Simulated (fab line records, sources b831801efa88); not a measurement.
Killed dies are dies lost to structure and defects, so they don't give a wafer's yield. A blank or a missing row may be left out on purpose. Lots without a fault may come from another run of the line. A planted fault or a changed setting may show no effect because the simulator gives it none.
Which tool did it? | flow gf180mcu | 13 lots, 39 wafers sampled, at 5 steps of a route of 602

WHAT THE GAUGES READ, wafer by wafer
GF_V4_BOW_MEAS_05.
lot  | measured     | on            | V4_BOW (um)
L317 | day 23 04:21 | film_metro-03 | 138 119 130
L318 | day 23 07:44 | film_metro-04 | 128 120 118
L320 | day 24 11:22 | film_metro-03 | 136 143 146
L324 | day 26 03:42 | film_metro-03 | 130 123 136
L326 | day 27 00:29 | film_metro-03 | 139 121 123
L327 | day 27 10:50 | film_metro-01 | 117 136 118
L328 | day 27 17:56 | film_metro-01 | 141 140 147
L329 | day 27 20:31 | film_metro-04 | 141 131 134
L330 | day 28 04:48 | film_metro-01 | 136 133 134
L331 | day 28 16:04 | film_metro-03 | 146 143 139
L334 | day 29 04:49 | film_metro-01 | 131 135 128
L335 | day 29 05:13 | film_metro-04 | 146 151 145
L339 | day 30 04:56 | film_metro-03 | 134 140 139

GF_V4_RS_MEAS_24: measures by four-point-probe.
lot  | measured     | on            | V4_W_RS (ohm/sq)
L317 | day 24 04:21 | film_metro-01 | 0.322 0.323 0.326
L318 | day 24 07:38 | film_metro-03 | 0.328 0.322 0.325
L320 | day 25 09:41 | film_metro-04 | 0.326 0.330 0.330
L324 | day 27 01:46 | film_metro-01 | 0.323 0.326 0.327
L326 | day 27 22:28 | film_metro-04 | 0.321 0.318 0.328
L327 | day 28 07:38 | film_metro-01 | 0.326 0.330 0.331
L328 | day 28 14:26 | film_metro-04 | 0.327 0.327 0.329
L329 | day 28 17:45 | film_metro-04 | 0.323 0.334 0.326
L330 | day 29 01:14 | film_metro-01 | 0.329 0.328 0.325
L331 | day 29 11:57 | film_metro-03 | 0.334 0.333 0.327
L334 | day 30 00:53 | film_metro-01 | 0.327 0.326 0.326
L335 | day 30 01:07 | film_metro-04 | 0.331 0.329 0.337
L339 | day 31 00:14 | film_metro-03 | 0.325 0.326 0.326

GF_MIM_THK_MEAS_06.
lot  | measured     | on            | MIM_CVD_05_THK (nm)
L317 | day 24 05:05 | film_metro-04 | 41.4 41.4 42.3
L318 | day 24 08:26 | film_metro-02 | 41.8 43.0 42.9
L320 | day 25 10:26 | film_metro-03 | 42.6 41.0 41.8
L324 | day 27 02:30 | film_metro-04 | 41.7 42.5 42.5
L326 | day 27 23:11 | film_metro-04 | 41.7 41.8 42.8
L327 | day 28 08:21 | film_metro-04 | 40.7 42.4 41.6
L328 | day 28 15:10 | film_metro-02 | 41.4 42.2 42.3
L329 | day 28 18:29 | film_metro-04 | 41.7 42.5 42.7
L330 | day 29 01:56 | film_metro-02 | 45.8 42.2 43.0
L331 | day 29 12:41 | film_metro-03 | 42.1 42.3 43.0
L334 | day 30 01:37 | film_metro-04 | 41.6 42.6 46.0
L335 | day 30 01:51 | film_metro-04 | 41.4 41.7 42.6
L339 | day 31 00:57 | film_metro-04 | 41.7 42.1 42.2

WHICH TOOL RAN EACH LOT (tool, then ch and the chambers of the sampled wafers, then the start)
lot  | GF_V4_CVD_23                  | GF_MIM_CVD_05
L317 | cvd_w-01 ch 1, day 24 04:14   | pecvd-01 ch 1,2, day 24 05:03
L318 | cvd_w-01 ch 0,1, day 24 07:30 | pecvd-01 ch 0,1,2, day 24 08:23
L320 | cvd_w-02 ch 0,1, day 25 09:34 | pecvd-04 ch 0,1, day 25 10:23
L324 | cvd_w-01 ch 0, day 27 01:39   | pecvd-02 ch 1,2, day 27 02:28
L326 | cvd_w-02 ch 0,1, day 27 22:19 | pecvd-04 ch 0,2, day 27 23:08
L327 | cvd_w-01 ch 0,1, day 28 07:31 | pecvd-01 ch 0,2, day 28 08:18
L328 | cvd_w-01 ch 0,1, day 28 14:19 | pecvd-04 ch 0,1, day 28 15:08
L329 | cvd_w-02 ch 0,1, day 28 17:38 | pecvd-04 ch 0,1,2, day 28 18:28
L330 | cvd_w-02 ch 1, day 29 01:03   | pecvd-04 ch 0,1,2, day 29 01:53
L331 | cvd_w-02 ch 0,1, day 29 11:50 | pecvd-02 ch 0,1,2, day 29 12:39
L334 | cvd_w-01 ch 0, day 30 00:46   | pecvd-04 ch 0,2, day 30 01:34
L335 | cvd_w-02 ch 0,1, day 30 00:59 | pecvd-02 ch 0,1,2, day 30 01:49
L339 | cvd_w-02 ch 0,1, day 31 00:07 | pecvd-02 ch 0,2, day 31 00:54
- GF_V4_CVD_23: deposits W, target thk 350 nm, time 104.9 s.
- GF_MIM_CVD_05: deposits Si3N4, target thk 42 nm, time 29.086 s.

WHAT THE TOOLS THEMSELVES READ (means of the sampled wafers that have a number; where no wafer has one, the mark that the record gives instead)
GF_V4_CVD_23.
lot  | tool     | chamber_pressure_Torr (Torr) | heater_power_w (W)
L317 | cvd_w-01 | 40.08                        | 858
L318 | cvd_w-01 | 39.98                        | 916
L320 | cvd_w-02 | 39.93                        | 839
L324 | cvd_w-01 | 40.03                        | 965
L326 | cvd_w-02 | 40.02                        | 933
L327 | cvd_w-01 | 39.95                        | 927
L328 | cvd_w-01 | 40.02                        | 904
L329 | cvd_w-02 | 40.01                        | 914
L330 | cvd_w-02 | 40.07                        | 1021
L331 | cvd_w-02 | 39.87                        | 846
L334 | cvd_w-01 | 40.08                        | 970
L335 | cvd_w-02 | 39.91                        | 945
L339 | cvd_w-02 | 40.09                        | 834

GF_MIM_CVD_05.
lot  | tool     | heater_power_w (W)
L317 | pecvd-01 | 623
L318 | pecvd-01 | 547
L320 | pecvd-04 | 565
L324 | pecvd-02 | 623
L326 | pecvd-04 | 646
L327 | pecvd-01 | 582
L328 | pecvd-04 | 554
L329 | pecvd-04 | 610
L330 | pecvd-04 | 565
L331 | pecvd-02 | 641
L334 | pecvd-04 | 644
L335 | pecvd-02 | 626
L339 | pecvd-02 | 666

THE ANSWER, worked out from the rows above alone
Rule: what is usual is taken from the lots themselves. Put in order of their means at a reading, lots are off if they are a third of the lots or fewer, leave a main group of 4 or more, and stand apart from it by a gap of 3 or more times the standard deviation of the main group's means; of several such gaps the widest counts. A main group whose means are all the same, to the digits that the tables above print for the reading, isn't used. A lot without any number at a reading at which 4 lots or more have one is off too. The other lots that the step has rows for count as sound. The gauges are gone through in route order, then the tools' own readings, and for those a lot's mean is taken as printed above. The first step at which some lot is off is used, and at that step the reading that is off furthest; a lot without a number counts as furthest.
No lot is off at any reading shown: from this, nothing can be told.

WHAT THE SIMULATOR HAD PUT IN
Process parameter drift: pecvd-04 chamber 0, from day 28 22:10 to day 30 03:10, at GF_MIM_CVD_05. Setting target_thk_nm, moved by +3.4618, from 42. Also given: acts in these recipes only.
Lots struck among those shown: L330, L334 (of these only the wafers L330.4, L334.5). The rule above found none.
